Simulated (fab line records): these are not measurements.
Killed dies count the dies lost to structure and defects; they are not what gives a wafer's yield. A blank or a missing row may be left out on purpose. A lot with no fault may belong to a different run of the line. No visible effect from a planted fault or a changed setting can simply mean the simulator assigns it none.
fab line records | flow sfqLine
record lots=7 wafers=21 lastDay=81
route steps=325 shown INCOMING@1 L0@3
lots with no fault: from the same line, run without faults
startH: hours from the record's first day to the start of the lot's first wafer shown | waitH: hours from the lot's prior step to this one | " identical to the entry in the row above | L1.1+2: a single row standing in for several wafers | - no value present, or no start provided | * or withheld: withheld | < > ~ a bound
route shown NAME@n: NAME is a module with steps in the file, n the number in the route of the first one | usual: the fault-free wafers' mean and standard deviation | same: alike in all rows | chamber/n: place in a boat | sites: each site's reading | _std_site: how widely they spread, as a standard deviation | _edge_site: mean of outer sites minus mean of inner sites | radiusMm: how far each site lies from the wafer's centre | mask NAME#n: copy n | behind: the most recent tool/chamber to have shaped the wafer | hold: what put the lot on hold/how long, in hours/how the hold closed | device: names the non-switching transistor (n, p or np) | end of line: the tests these same wafers got at the end of their route | a step without rows: its recipe alone | killed: dies that structure and defects cost at the first sort, which is not the same as the wafer's yield | map: a wafer's dies, marking killed ones x, the rest . and places with no die _
set.NAME: the setting as run; set.NAME@STEP: as run at that earlier step | model.NAME: the simulator's own value behind a step, which no gauge read
lots at selected steps of the route; one table per step, one row per wafer
services: when a tool's chamber went out of use (startH, in hours from the record's first day, below 0 if earlier), for how many hours, and the reason
## steps
# step SFQ_INCOMING_BOW_MEAS_900
# recipe mode=bow
# usual INCOMING_BOW=0/6.7
# columns lot.wafer tool chamber startH waitH INCOMING_BOW[um]
L172.3 filmMetro-01 - 30.04 - -13
L172.4 " - " " -5
L172.5 " - " " 5
L175.1 filmMetro-03 - 45.00 - -6
L175.4 " - " " -7
L175.5 " - " " 1
L178.2 filmMetro-02 - 60.02 - -8
L178.4 " - " " -3
L178.5 " - " " 8
L179.1 filmMetro-03 - 65.00 - -13
L179.3 " - " " 2
L179.4 " - " " 2
L183.1 filmMetro-03 - 85.00 - -9
L183.3 " - " " -17
L183.4 " - " " -3
L184.2 filmMetro-02 - 90.02 - -5
L184.3 " - " " 7
L184.4 " - " " -1
L185.1 filmMetro-01 - 95.00 - -2
L185.2 " - " " -4
L185.4 " - " " 11
# step SFQ_TRILAYER_INCOMING_OXIDATION_002
# recipe tempC=1000 ambient=H2O targetThkA=5000 pH2oTorr=720 oxTimeS=4939
# usual oxTempC=999.9/0.44 oxTempCMax=1006.6/2.4 tubeCenterTempC=1000/0.09
# columns lot.wafer tool chamber startH waitH oxTempC oxTempCMax tubeCenterTempC
L172.3 furnace-02 0 30.12 0.1 999.6 1003.4 999.84
L172.4 " 0 " " 999.4 1006.2 1000.2
L172.5 " 0 " " 1000.1 1003.8 1000.1
L175.1 furnace-01 0 45.12 0.1 1000.0 1008.0 1000
L175.4 " 0 " " 999.7 1010.7 1000.1
L175.5 " 0 " " 1000.1 1011.2 1000
L178.2 furnace-02 0 60.12 0.1 999.8 1003.7 1000.2
L178.4 " 0 " " 999.4 1003.4 1000.1
L178.5 " 0 " " 999.6 1003.6 999.96
L179.1 furnace-01 0 65.12 0.1 1001.0 1008.9 1000.1
L179.3 " 0 " " 999.8 1010.1 999.98
L179.4 " 0 " " 999.7 1008.4 1000.1
L183.1 furnace-01 - 85.12 0.1 - - -
L183.3 " - " " - - -
L183.4 " - " " - - -
L184.2 furnace-02 - 90.12 0.1 - - -
L184.3 " - " " - - -
L184.4 " - " " - - -
L185.1 furnace-01 - 95.12 0.1 - - -
L185.2 " - " " - - -
L185.4 " - " " - - -
# step SFQ_TRILAYER_L0_DEP_SPUTTER_003
# recipe material=MoNx_KI basePressurePa=1.33e-06 targetThkNm=40 powerW=800 timeS=100 chamberPressurePa=0.4
# usual throttleValvePct=30.1/0.91
# same timeS=100
# columns lot.wafer tool chamber startH waitH throttleValvePct
L172.3 pvdSputter-05 - 32.49 0.0 30.0
L172.4 " - " " 29.5
L172.5 " - " " 29.5
L175.1 pvdSputter-05 - 47.49 0.0 30.1
L175.4 " - " " 29.6
L175.5 " - " " 30.0
L178.2 pvdSputter-04 - 62.49 0.0 31.1
L178.4 " - " " 30.6
L178.5 " - " " 30.7
L179.1 pvdSputter-04 - 67.49 0.0 28.9
L179.3 " - " " 30.7
L179.4 " - " " 31.1
L183.1 pvdSputter-06 - 87.49 0.0 29.2
L183.3 " - " " 28.7
L183.4 " - " " 31.3
L184.2 pvdSputter-06 - 92.49 0.0 31.3
L184.3 " - " " 28.8
L184.4 " - " " 29.4
L185.1 pvdSputter-05 - 97.49 0.0 31.7
L185.2 " - " " 29.4
L185.4 " - " " 29.7
## services
# columns tool chamber startH hours kind
furnace-01 - 14.33 3.1 pm
furnace-01 - 19.28 3.3 pm
pvdSputter-06 - 69.93 0.5 repair
furnace-02 - 92.76 4.2 pm
## key
firstSign step=SFQ_TRILAYER_INCOMING_OXIDATION_002 reading=toolRecord direction=missing
effect none on later readings
metAt SFQ_TRILAYER_INCOMING_OXIDATION_002
struckWafers L183.1,L183.3,L183.4,L184.2,L184.3,L184.4,L185.1,L185.2,L185.4
onsetBetween 65.12 85.12
fault kind=skippedStepWhole tool=furnace-01,furnace-02 chamber=- onsetH=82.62 steps=SFQ_TRILAYER_INCOMING_OXIDATION_002 scope=struckLotsOnly
